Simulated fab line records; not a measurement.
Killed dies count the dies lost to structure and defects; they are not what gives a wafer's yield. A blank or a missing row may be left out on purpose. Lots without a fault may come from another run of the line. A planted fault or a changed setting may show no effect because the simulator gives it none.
A struck lot beside a sound one ; flow gf180mcu ; 14 out of 602 route steps
Sound: wafers L156.3, L156.4, L156.6. The struck wafers were L159.2, L159.3, L159.5. The cause is given at the end.
Order at every step that has rows: each side's tool, ch and its chambers, its first start. Under that, the readings that differ: sound wafers ; struck wafers ; difference of the means ; sigmas: that difference in standard deviations of wafers without a fault.
alike: a reading whose means differ by less than 2 such deviations, as well as words and numbers matching on both sides. not compared: withheld readings; readings where some wafer has no value; bounds like >300 that might hide an equal value; numbers whose values overlap and for which the record gives no deviation.
The two part at a step that has a row with sigmas, a row that says differs or no value, or rows on one side only. Numbers that have no deviation but don't overlap get no sigmas and don't part them. A reading that every wafer of one side lacks parts them only if that side has two wafers or more.

GF_PSD_STRIP_10: strips in O2/N2.
  sound on plasmaAsher-01 ch 0,1, day 14 23:28; struck on plasmaAsher-03 ch 0,1, day 15 17:25
  alike: drypumpMotorCurrentA, heaterPowerW, oesProductAu, stripTimeToEndpointS
  not compared: rfHoursCounterH
GF_PSD_TW_MEAS_11:
  sound on filmMetro-03, day 14 23:34; struck on filmMetro-03, day 15 17:31
  alike: PSD_TW
then, 1 step without rows for these wafers: GF_PSD_CLEAN_12 (cleans in SC1/SC2, time 150 s).
GF_PSD_RTA_13: time 20 s.
  sound on rtpAnneal-02 ch 0, day 14 23:41; struck on rtpAnneal-01 ch 0, day 15 17:38
reading;sound;struck;difference;sigmas
lampPowerPct (%);32.4 32.4 32.4;34.4 34.4 34.4;+2.0;+2
  alike: annealTempCMax, wafer_temp_C_max
GF_PSD_RS_MEAS_14: a four-point-probe measurement.
  sound on filmMetro-04, day 14 23:46; struck on filmMetro-03, day 15 17:43
  alike: NSD_RS
GF_PSD_RS_MEAS_15: a four-point-probe measurement.
  sound on filmMetro-04, day 14 23:53; struck on filmMetro-03, day 15 17:50
  alike: PSD_RS
GF_SAB_CVD_00: deposits SiO2 from TEOS, target thk 50 nm, time 4.9302 s.
  sound on pecvd-04 ch 0,1,2, day 14 23:58; struck on pecvd-04 ch 0,1, day 15 17:56
  alike: heaterPowerW
GF_SAB_THK_MEAS_01:
  sound on filmMetro-03, day 15 00:01; struck on filmMetro-01, day 15 17:58
  alike: SAB_CVD_00_THK
then, 4 steps without rows for these wafers: GF_SAB_DEHYDRATE_02 (time 60 s); GF_SAB_HMDS_03 (prime time 60 s); GF_SAB_COAT_04 (resist thk 1000 nm); GF_SAB_SOFTBAKE_05 (time 60 s).
GF_SAB_EXPOSE_06: exposes mask SAB, target cd 420 nm.
  sound on ilineStepper-02 ch 0, day 15 11:21; struck on ilineStepper-01, day 16 04:52
  no value came back on the struck wafers for exposureDoseMJCm2, focusOffsetNm (nm), sigmaOuter; on the sound wafers exposureDoseMJCm2 reads 139.97 139.84 140.05
  alike: mask
after that, 1 step had no rows for these wafers: GF_SAB_PEB_07.

## WHERE THEY PART
Last at GF_SAB_EXPOSE_06 as far as this record goes, first at GF_PSD_RTA_13.

WHY: the cause the simulator had injected
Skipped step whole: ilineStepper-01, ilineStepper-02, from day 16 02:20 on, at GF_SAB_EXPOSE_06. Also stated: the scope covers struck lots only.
